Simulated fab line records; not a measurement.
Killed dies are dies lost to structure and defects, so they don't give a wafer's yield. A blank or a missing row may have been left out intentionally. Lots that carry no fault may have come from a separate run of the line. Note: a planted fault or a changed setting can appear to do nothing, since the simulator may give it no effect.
Split-lot study -- flow sky130 -- route with 708 steps; 5 lots, 17 wafers read

## ON THE SPLIT
At SKY_CAPM_COAT_07 (resist thk 1140 nm), the setting spin_rpm was moved away from the recipe's 3000 rpm on 4 of the 17 wafers read, by -4.6% to +5.3%. The other wafers ran this setting at the recipe's value.

## FROM THE SPLIT TO THE READING: what the file shows between them, 3 steps
- SKY_CAPM_SOFTBAKE_08: time 60 s
- SKY_CAPM_EXPOSE_09: exposes mask CAPM, target cd 1000 nm
- SKY_CAPM_DEVELOP_11: develop time 60 s

## THE READING
NOVOLAK_of_CAPM_COAT_07.thk_nm (the simulator's own value, which no gauge read), in nm, at SKY_CAPM_METAL_ETCH_13 (etches TiN in Cl2/BCl3, stops on SiO2, target depth 220 nm, time 62.9 s). There is no usual value for it anywhere in the file. Across the 13 wafers here that went through the recipe, the average is 992.7 nm and the standard deviation 2.9 nm.

wafer,"tool, chamber at the split","spin_rpm as run, rpm",against the recipe,"NOVOLAK_of_CAPM_COAT_07.thk_nm, nm",against lot-mates on the recipe
L074.1,"litho_track-01, 0",3159,+5.3%,960.5,-30.6
L074.3,"litho_track-01, 0",3000,recipe,991.1,-
L074.4,"litho_track-01, 0",3159,+5.3%,964.5,-26.6
L075.1,"litho_track-02, 0",3000,recipe,993.7,-
L075.3,"litho_track-02, 0",3000,recipe,989.8,-
L075.4,"litho_track-02, 0",3000,recipe,988.6,-
L075.5,"litho_track-02, 0",3000,recipe,990.6,-
L075.6,"litho_track-02, 0",3000,recipe,992.2,-
L078.3,"litho_track-01, 0",3000,recipe,988.6,-
L078.4,"litho_track-01, 0",2863,-4.6%,1018,+29.4
L078.6,"litho_track-01, 0",2863,-4.6%,1017,+28.4
L079.1,"litho_track-04, 0",3000,recipe,996.3,-
L079.2,"litho_track-04, 0",3000,recipe,997,-
L079.3,"litho_track-04, 0",3000,recipe,994.3,-
L081.4,"litho_track-02, 0",3000,recipe,993.5,-
L081.5,"litho_track-02, 0",3000,recipe,992.6,-
L081.6,"litho_track-02, 0",3000,recipe,997.4,-

FIT RESULTS
A straight line over all 17 wafers: NOVOLAK_of_CAPM_COAT_07.thk_nm changes by -5.58 nm for each +1% of spin_rpm; r = -0.98; the points scatter about the line by 2.8 nm.
The same after taking each lot's own level away (the mean of its wafers on the recipe; 17 wafers): -5.8 nm for each +1%; r = -0.99; scatter 2 nm.
Per that fit: largest spin_rpm move, reading shift of 31 nm.
Across the lots, their own levels run from 988.60 to 995.87 nm, a range of 2.5 times the standard deviation given above.
So the lot-to-lot level changes the slope little: the two slopes agree.
Check: with one of the wafers moved furthest among these (+5.3%) left out of the fit, the line predicts -30 nm for it against its lot-mates. Against them it came out at -30.6 nm.

## THE WHOLE CHAIN: every reading that the file lists as answering this split, in the file's order
step,what it does,reading,change (the file's fit),r (the file's)
SKY_CAPM_COAT_07,resist thk 1140 nm,"NOVOLAK_of_CAPM_COAT_07.thk_nm (the simulator's own value, which no gauge read)",-5.86 nm for each +1% of the setting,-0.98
SKY_CAPM_METAL_ETCH_13,"etches TiN in Cl2/BCl3, stops on SiO2, target depth 220 nm, time 62.9 s","NOVOLAK_of_CAPM_COAT_07.thk_nm (the simulator's own value, which no gauge read)",-5.81 nm for each +1% of the setting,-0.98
SKY_CAPM_STRIP_14,strips in O2/N2,strip_time_to_endpoint_s,withheld for each +1% of the setting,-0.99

## FILE'S OWN FIT
NOVOLAK_of_CAPM_COAT_07.thk_nm changes by -5.81 nm for each +1% of spin_rpm, r = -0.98.
